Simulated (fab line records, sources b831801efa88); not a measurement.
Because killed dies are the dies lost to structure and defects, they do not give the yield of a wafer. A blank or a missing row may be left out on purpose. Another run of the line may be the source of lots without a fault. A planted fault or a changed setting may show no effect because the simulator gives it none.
A struck lot beside a sound one || flow gf180mcu || 44 out of 602 route steps
Sound: the wafers L660.2, L660.3, L660.6. Wafers L668.1, L668.2, L668.5 were the ones struck. At the end, the cause is stated.
Per side, at each step with rows, come the tool, then ch with its chambers, and then its first start. Under that, the readings that differ: sound wafers || struck wafers || difference of the means || sigmas: that difference in standard deviations of wafers without a fault.
alike: same words and numbers on both sides, and readings whose means sit less than 2 such deviations apart. not compared: any withheld reading, any reading some wafer has no value for, any bound like >300 that may hide the same value, and any number with overlapping values for which the record gives no deviation.
Wherever a step has rows on one side only, a row that says differs or no value, or a row with sigmas, the two part there. When numbers do not overlap yet have no deviation, they are printed without sigmas and do not part them. A reading that every wafer of one side lacks parts them only if that side has two wafers or more.

first, 2 steps without rows for these wafers: GF_LVPWELL_IMPLANT_08; GF_LVPWELL_IMPLANT_09.
GF_LVPWELL_STRIP_10: strips in O2/N2.
  sound on plasmaAsher-02 ch 0,1, day 4 15:11; struck on plasmaAsher-03 ch 0,1, day 6 11:17
{"reading": "stripTimeToEndpointS (s)", "sound": "36.84 36.87 36.80", "struck": "37.01 37.13 37.12", "difference": "+0.25", "sigmas": "+3"}
  alike: drypumpMotorCurrentA, heaterPowerW, oesProductAu
  not compared: rfHoursCounterH
GF_LVPWELL_TW_MEAS_11:
  sound on filmMetro-04, day 4 15:17; struck on filmMetro-03, day 6 11:23
  alike: LVPWELL_TW
then, 7 steps without rows for these wafers: GF_MVSD_DEHYDRATE_00 (time 60 s); GF_MVSD_HMDS_01 (prime time 60 s); GF_MVSD_COAT_02 (resist thk 3000 nm); GF_MVSD_SOFTBAKE_03; GF_MVSD_EXPOSE_04 (exposes mask MVSD, target cd 1000 nm); GF_MVSD_PEB_05; GF_MVSD_DEVELOP_06 (develop time 60 s).
GF_MVSD_OVL_MEAS_07:
  sound on overlay-02, day 5 04:36; struck on overlay-01, day 7 02:59
  alike: MVSD_OVL
GF_MVSD_IMPLANT_08:
  sound on implanter-04 ch 0, day 5 04:39; struck on implanter-01 ch 0, day 7 03:01
{"reading": "beamOnS (s)", "sound": "10.18 9.83 9.73", "struck": "12.80 12.95 12.71", "difference": "+2.91", "sigmas": "+13"}
{"reading": "faradayCurrentUA", "sound": "88.8 92.3 92.5", "struck": "70.4 69.5 70.4", "difference": -21.1, "sigmas": -11}
next, for these wafers, 1 step has no rows: GF_MVSD_IMPLANT_09.
GF_MVSD_STRIP_10: strips in O2/N2.
  sound on plasmaAsher-02 ch 1, day 5 04:56; struck on plasmaAsher-01 ch 0,1, day 7 03:19
  alike: drypumpMotorCurrentA, heaterPowerW, oesProductAu, stripTimeToEndpointS
  not compared: rfHoursCounterH
GF_MVSD_TW_MEAS_11:
  sound on filmMetro-04, day 5 05:02; struck on filmMetro-04, day 7 03:25
{"reading": "MVSD_TW", "sound": "1552 1563 1563", "struck": "1665 1673 1660", "difference": "+107", "sigmas": "+6"}
then, 7 steps without rows for these wafers: GF_MVPSD_DEHYDRATE_00 (time 60 s); GF_MVPSD_HMDS_01 (prime time 60 s); GF_MVPSD_COAT_02 (resist thk 3000 nm); GF_MVPSD_SOFTBAKE_03; GF_MVPSD_EXPOSE_04 (exposes mask MVPSD, target cd 1000 nm); GF_MVPSD_PEB_05; GF_MVPSD_DEVELOP_06 (develop time 60 s).
GF_MVPSD_OVL_MEAS_07:
  sound on overlay-01, day 5 18:57; struck on overlay-01, day 7 18:41
  alike: MVPSD_OVL
then, 2 steps without rows for these wafers: GF_MVPSD_IMPLANT_08; GF_MVPSD_IMPLANT_09.
GF_MVPSD_STRIP_10: strips in O2/N2.
  sound on plasmaAsher-03 ch 0,1, day 5 19:17; struck on plasmaAsher-04 ch 0,1, day 7 19:02
  alike: drypumpMotorCurrentA, heaterPowerW, oesProductAu, stripTimeToEndpointS
  not compared: rfHoursCounterH
GF_MVPSD_TW_MEAS_11:
  sound on filmMetro-02, day 5 19:23; struck on filmMetro-02, day 7 19:08
  alike: MVPSD_TW
then, 7 steps without rows for these wafers: GF_VT_IMPLANT_DEHYDRATE_00 (time 60 s); GF_VT_IMPLANT_HMDS_01 (prime time 60 s); GF_VT_IMPLANT_COAT_02 (resist thk 1000 nm); GF_VT_IMPLANT_SOFTBAKE_03 (time 60 s); GF_VT_IMPLANT_EXPOSE_04 (exposes mask LVPWELL LV AREA, target cd 600 nm); GF_VT_IMPLANT_PEB_05; GF_VT_IMPLANT_DEVELOP_06 (develop time 60 s).
GF_VT_IMPLANT_OVL_MEAS_07:
  sound on overlay-01, day 6 10:00; struck on overlay-01, day 8 10:58
  alike: VT_IMPLANT_OVL
next, for these wafers, 1 step has no rows: GF_VT_IMPLANT_IMPLANT_08.
GF_VT_IMPLANT_STRIP_09: strips in O2/N2.
  sound on plasmaAsher-01 ch 0,1, day 6 10:11; struck on plasmaAsher-02 ch 0,1, day 8 11:09
{"reading": "stripTimeToEndpointS (s)", "sound": "12.68 12.68 12.73", "struck": "12.57 12.61 12.58", "difference": -0.11, "sigmas": -3}
  alike: drypumpMotorCurrentA, heaterPowerW, oesProductAu
  not compared: rfHoursCounterH
GF_VT_IMPLANT_TW_MEAS_10:
  sound on filmMetro-03, day 6 10:17; struck on filmMetro-02, day 8 11:15
{"reading": "VT_IMPLANT_TW", "sound": "558 559 560", "struck": "563 568 567", "difference": "+7", "sigmas": "+2"}
then, 3 steps without rows for these wafers: GF_VT_IMPLANT_DEHYDRATE_11 (time 60 s); GF_VT_IMPLANT_HMDS_12 (prime time 60 s); GF_VT_IMPLANT_COAT_13 (resist thk 1000 nm).
-- the record jumps here: 2 days lie between the struck wafers' starts before and after --
GF_VT_IMPLANT_RS_MEAS_46: the measuring method here is four-point-probe.
  sound on filmMetro-02, day 8 09:25; struck on filmMetro-03, day 10 15:23
{"reading": "MVSD_RS (ohm/sq)", "sound": "457.1 457.3 457.6", "struck": "405.0 404.4 404.3", "difference": -52.8, "sigmas": -53}
-- the record jumps here: 21 days lie between the struck wafers' starts before and after (it left off in module VT_IMPLANT and takes up again in module PASSIVATION, whose first step shown is number 602 of the route) --
GF_PASSIVATION_PROBE_99:
  the record has rows for the struck wafers here (prober-01, day 32 02:54) and none for the sound ones

## WHERE THEY PART
At GF_LVPWELL_STRIP_10 first; at GF_PASSIVATION_PROBE_99 last (within this record only).

WHY: what had been put in by the simulator
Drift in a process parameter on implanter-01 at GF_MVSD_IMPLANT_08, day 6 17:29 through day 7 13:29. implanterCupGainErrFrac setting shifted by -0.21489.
